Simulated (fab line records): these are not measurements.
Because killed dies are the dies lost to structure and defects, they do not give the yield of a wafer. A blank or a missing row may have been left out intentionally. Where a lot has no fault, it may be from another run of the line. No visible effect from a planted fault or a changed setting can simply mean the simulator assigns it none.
Comparing a struck lot with a sound one + flow sky130 + 22 out of 708 route steps
Sound: wafers L161.2, L161.3, L161.5. The struck wafers were L168.1, L168.3, L168.4. Last of all comes the cause.
Order at every step that has rows: each side's tool, ch and its chambers, its first start. Under that, the readings that differ: sound wafers + struck wafers + difference of the means + sigmas: that difference in standard deviations of wafers without a fault.
alike: a reading whose means differ by less than 2 such deviations, as well as words and numbers matching on both sides. not compared: withheld readings; readings where some wafer has no value; bounds like >300 that might hide an equal value; numbers whose values overlap and for which the record gives no deviation.
The two part at a step that has a row with sigmas, a row that says differs or no value, or rows on one side only. When numbers do not overlap yet have no deviation, they are printed without sigmas and do not part them. A reading missing from all wafers of one side parts the sides only when that side holds two or more wafers.

first, 1 step without rows for these wafers: SKY_POLY_GATE_OXIDATION_20 (stabilise 600 s, purge 300 s, target thk 4 nm).
SKY_POLY_GATE_THK_MEAS_21:
  sound on film metro-01, day 21 10:38; struck on film metro-03, day 21 11:17
  alike: POLY_GATE_OXIDATION_THK
SKY_POLY_GATE_CD_MEAS_22:
  sound on cd sem-01, day 21 10:43; struck on cd sem-02, day 21 11:21
  alike: cd nm
then, 7 steps without rows for these wafers: SKY_LDD_N_DEHYDRATE_00 (time 60 s); SKY_LDD_N_HMDS_01 (prime time 60 s); SKY_LDD_N_COAT_02 (resist thk 300 nm); SKY_LDD_N_SOFTBAKE_03 (time 60 s); SKY_LDD_N_EXPOSE_04 (exposes mask NTM, target cd 840 nm); SKY_LDD_N_PEB_05; SKY_LDD_N_DEVELOP_06 (develop time 60 s).
SKY_LDD_N_OVL_MEAS_07:
  sound on overlay-01, day 22 17:16; struck on overlay-01, day 22 17:50
  alike: LDD_N_OVL
next, for these wafers, 1 step has no rows: SKY_LDD_N_IMPLANT_08.
SKY_LDD_N_IMPLANT_09:
  sound on implanter-04 ch 0, day 22 17:28; struck on implanter-01 ch 0, day 22 19:33
| reading            | sound                         | struck                        | difference | sigmas      |
|--------------------|-------------------------------|-------------------------------|------------|-------------|
| dose ions cm2      | 7.505e+13 7.502e+13 7.508e+13 | 4.291e+13 4.278e+13 4.292e+13 | -3.218e+13 | -99 or more |
| faraday current uA | 413 412 412                   | 246 247 248                   | -165       | -20         |
then, 6 steps without rows for these wafers: SKY_LDD_N_IMPLANT_10; SKY_LDD_N_IMPLANT_11; SKY_LDD_N_IMPLANT_12; SKY_LDD_N_IMPLANT_13; SKY_LDD_N_IMPLANT_14; SKY_LDD_N_IMPLANT_15.
SKY_LDD_N_STRIP_16: strips in O2/N2.
  sound on plasma asher-01 ch 0,1, day 22 18:30; struck on plasma asher-01 ch 0,1, day 22 20:36
| reading                      | sound             | struck            | difference | sigmas |
|------------------------------|-------------------|-------------------|------------|--------|
| strip time to endpoint s (s) | 4.313 4.300 4.299 | 4.228 4.241 4.230 | -0.071     | -5     |
  alike: drypump motor current A, oes product au
  not compared: rf hours counter h
SKY_LDD_N_TW_MEAS_17:
  sound on film metro-02, day 22 18:37; struck on film metro-03, day 22 20:42
| reading  | sound          | struck         | difference | sigmas |
|----------|----------------|----------------|------------|--------|
| LDD_N_TW | 2588 2596 2583 | 2545 2536 2529 | -52        | -3     |
  not compared: hold
-- a jump in the record: the struck wafers' starts before and after are 26 days apart (it breaks off in module LDD_N and resumes in module PAD_OPEN, where the first step shown is number 708 of the route) --
SKY_PAD_OPEN_PROBE_99:
  sound on prober-01, day 49 00:40; struck on prober-02, day 49 06:37
| reading                     | sound             | struck            | difference | sigmas |
|-----------------------------|-------------------|-------------------|------------|--------|
| model.etest.tip n.rs ohm sq | 445.4 451.2 452.7 | 474.6 471.7 476.6 | +24.5      |        |
  alike: killed_at_M0_to_M3, killed_at_M4_up, killed at contacts, killed at front end, killed at other, killed dies, killed open, killed short

== WHERE THEY PART ==
Last at SKY_LDD_N_TW_MEAS_17 as far as this record goes, first at SKY_LDD_N_IMPLANT_09. Later steps at which nothing parts them and some readings are alike: SKY_PAD_OPEN_PROBE_99.

WHY: whatever the simulator had introduced
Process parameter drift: implanter-01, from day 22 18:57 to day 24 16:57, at SKY_LDD_N_IMPLANT_09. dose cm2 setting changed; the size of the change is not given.
